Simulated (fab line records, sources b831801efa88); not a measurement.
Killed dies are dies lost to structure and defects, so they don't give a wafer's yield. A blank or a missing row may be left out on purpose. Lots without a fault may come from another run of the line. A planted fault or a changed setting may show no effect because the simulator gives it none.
Which tool did it? | flow gf180mcu | 13 lots, 39 wafers sampled, at 5 steps of a route of 602

WHAT THE GAUGES READ, wafer by wafer
GF_STI_THK_MEAS_02. Usual: STI_OXIDATION_THK 9.92 nm, standard deviation 0.18.
lot  | measured    | on            | STI_OXIDATION_THK (nm) | flag
L291 | day 1 13:58 | film_metro-02 | 10.14 9.92 9.99        |
L292 | day 1 16:31 | film_metro-04 | 9.83 9.85 9.90         |
L293 | day 1 21:39 | film_metro-03 | 9.70 9.72 9.74         |
L294 | day 2 03:38 | film_metro-04 | 10.05 10.06 9.93       |
L295 | day 2 07:43 | film_metro-03 | 9.67 9.75 9.73         |
L296 | day 2 13:11 | film_metro-04 | 9.79 9.70 9.71         |
L297 | day 2 17:31 | film_metro-03 | 10.40 10.21 10.16      |
L298 | day 3 00:41 | film_metro-03 | 10.07 10.18 10.07      |
L302 | day 3 18:31 | film_metro-03 | 10.11 10.20 9.79       |
L310 | day 5 10:31 | film_metro-04 | 9.80 9.87 9.56         |
L311 | day 5 15:31 | film_metro-02 | 9.66 9.75 9.68         |
L312 | day 5 20:32 | film_metro-04 | 9.68 9.57 9.63         |
L313 | day 6 06:02 | film_metro-02 | 10.02 10.06 10.10      |

GF_STI_CD_MEAS_12: target cd 220 nm. Usual: cd_nm 220.2 nm, standard deviation 1.3.
lot  | measured    | on        | cd_nm (nm)                          | flag
L291 | day 2 04:28 | cd_sem-01 | 217.1 218.1 219.1                   |
L292 | day 2 06:41 | cd_sem-02 | 222.1 222.3 222.3                   |
L293 | day 2 11:13 | cd_sem-02 | 219.6 219.9 219.1                   |
L294 | day 2 17:54 | cd_sem-02 | 222.1 222.0 220.7                   |
L295 | day 2 23:25 | cd_sem-02 | 220.6 221.2 220.9                   |
L296 | day 3 04:18 | cd_sem-01 | 221.9 220.6 219.7                   |
L297 | day 3 08:24 | cd_sem-02 | 222.0 220.3 221.6                   |
L298 | day 3 16:27 | cd_sem-02 | 219.6 220.0 218.9                   |
L302 | day 4 09:50 | cd_sem-02 | 234.7 235.9 236.1 235.1 236.1 236.5 | OFF
L310 | day 6 06:01 | cd_sem-02 | 218.9 217.6 217.8                   |
L311 | day 6 07:44 | cd_sem-01 | 219.9 220.3 220.6                   |
L312 | day 6 13:55 | cd_sem-01 | 218.5 220.5 219.5                   |
L313 | day 6 22:37 | cd_sem-02 | 219.4 220.0 219.5                   |

GF_VT_IMPLANT_OVL_MEAS_07. Usual: VT_IMPLANT_OVL -0.7 nm, standard deviation 1.5.
lot  | measured     | on         | VT_IMPLANT_OVL (nm) | flag
L291 | day 5 17:41  | overlay-01 | -2.1 -2.6 -1.1      |
L292 | day 5 20:05  | overlay-01 | 1.3 1.2 -1.5        |
L293 | day 5 23:18  | overlay-02 | -1.7 -1.6 -2.7      |
L294 | day 6 11:06  | overlay-02 | 0.3 1.6 0.4         |
L295 | day 6 20:13  | overlay-01 | 0.5 1.7 0.4         |
L296 | day 7 00:16  | overlay-02 | -2.2 0.0 0.1        |
L297 | day 7 03:24  | overlay-01 | -0.4 0.9 1.8        |
L298 | day 7 13:08  | overlay-01 | -3.3 -3.4 -5.0      |
L302 | day 8 10:00  | overlay-02 | -1.7 0.0 -1.6       |
L310 | day 10 23:41 | overlay-02 | -4.0 -1.2 -2.9      |
L311 | day 11 01:35 | overlay-01 | -1.6 0.1 -0.1       |
L312 | day 11 04:14 | overlay-02 | 2.9 -0.6 -0.8       |
L313 | day 11 11:11 | overlay-01 | -1.7 -0.4 -1.4      |

GF_HV_LDD_OVL_MEAS_08. Usual: HV_LDD_OVL 0.3 nm, standard deviation 1.5.
lot  | measured     | on         | HV_LDD_OVL (nm) | flag
L291 | day 10 02:41 | overlay-02 | -1.4 1.3 0.7    |
L292 | day 10 04:52 | overlay-01 | -1.1 -0.2 -1.1  |
L293 | day 10 10:20 | overlay-02 | -0.8 -1.0 -2.0  |
L294 | day 10 20:59 | overlay-01 | 2.5 -1.0 2.3    |
L295 | day 11 08:26 | overlay-02 | 0.4 0.4 0.7     |
L296 | day 11 14:28 | overlay-02 | -0.6 -0.3 -0.3  |
L297 | day 11 18:13 | overlay-02 | 0.8 1.8 2.5     |
L298 | day 12 04:53 | overlay-02 | 0.6 2.2 1.4     |
L302 | day 13 09:40 | overlay-02 | -0.2 1.1 1.5    |
L310 | day 16 10:43 | overlay-02 | 2.7 2.3 1.4     |
L311 | day 16 14:10 | overlay-01 | -2.0 -1.8 -1.8  |
L312 | day 16 17:42 | overlay-01 | 1.5 4.2 3.5     |
L313 | day 16 22:59 | overlay-01 | 0.4 -0.2 -0.8   |

WHICH TOOL RAN EACH LOT (tool, then ch and the chambers of the sampled wafers, then the start)
lot  | GF_STI_EXPOSE_09
L291 | krf_scanner-01 ch 0, day 1 22:41
L292 | krf_scanner-02 ch 0, day 2 01:02
L293 | krf_scanner-01 ch 0, day 2 05:20
L294 | krf_scanner-01 ch 0, day 2 12:12
L295 | krf_scanner-01 ch 0, day 2 16:54
L296 | krf_scanner-02 ch 0, day 2 22:55
L297 | krf_scanner-02 ch 0, day 3 02:26
L298 | krf_scanner-02 ch 0, day 3 10:30
L302 | krf_scanner-02 ch 0, day 4 03:19
L310 | krf_scanner-02 ch 0, day 5 22:40
L311 | krf_scanner-02 ch 0, day 6 00:41
L312 | krf_scanner-02 ch 0, day 6 06:50
L313 | krf_scanner-02 ch 0, day 6 15:25
- GF_STI_EXPOSE_09: exposes mask COMP, target cd 220 nm.

WHAT THE TOOLS THEMSELVES READ (means of the sampled wafers that have a number; where no wafer has one, the mark that the record gives instead)
GF_STI_EXPOSE_09. Usual: exposure_dose_mJ_cm2 27.987, standard deviation 0.027.
lot  | tool           | exposure_dose_mJ_cm2 | flag
L291 | krf_scanner-01 | 27.987               |
L292 | krf_scanner-02 | 27.982               |
L293 | krf_scanner-01 | 27.998               |
L294 | krf_scanner-01 | 28.000               |
L295 | krf_scanner-01 | 27.961               |
L296 | krf_scanner-02 | 27.980               |
L297 | krf_scanner-02 | 27.975               |
L298 | krf_scanner-02 | 28.003               |
L302 | krf_scanner-02 | 27.997               |
L310 | krf_scanner-02 | 27.970               |
L311 | krf_scanner-02 | 27.972               |
L312 | krf_scanner-02 | 28.041               |
L313 | krf_scanner-02 | 28.007               |

THE ANSWER, worked out from the rows above alone
Rule: a lot is off if the mean of its wafers that have a number lies more than 3 standard deviations from the usual mean. A lot without any number at a reading at which 4 lots or more have one is off too. The other lots that the step has rows for count as sound. The gauges are gone through in route order, then the tools' own readings, and for those a lot's mean is taken as printed above. The first step at which some lot is off is used, and at that step the reading that is off furthest; a lot without a number counts as furthest.
Off: L302, at GF_STI_CD_MEAS_12 (cd_nm).
A tool fits if, at a process step before that reading, it ran every lot that is off, and no sound lot after the first of them. The gauges at GF_STI_CD_MEAS_12 are tried like those tools. None of those tried fits.

WHAT THE SIMULATOR HAD PUT IN
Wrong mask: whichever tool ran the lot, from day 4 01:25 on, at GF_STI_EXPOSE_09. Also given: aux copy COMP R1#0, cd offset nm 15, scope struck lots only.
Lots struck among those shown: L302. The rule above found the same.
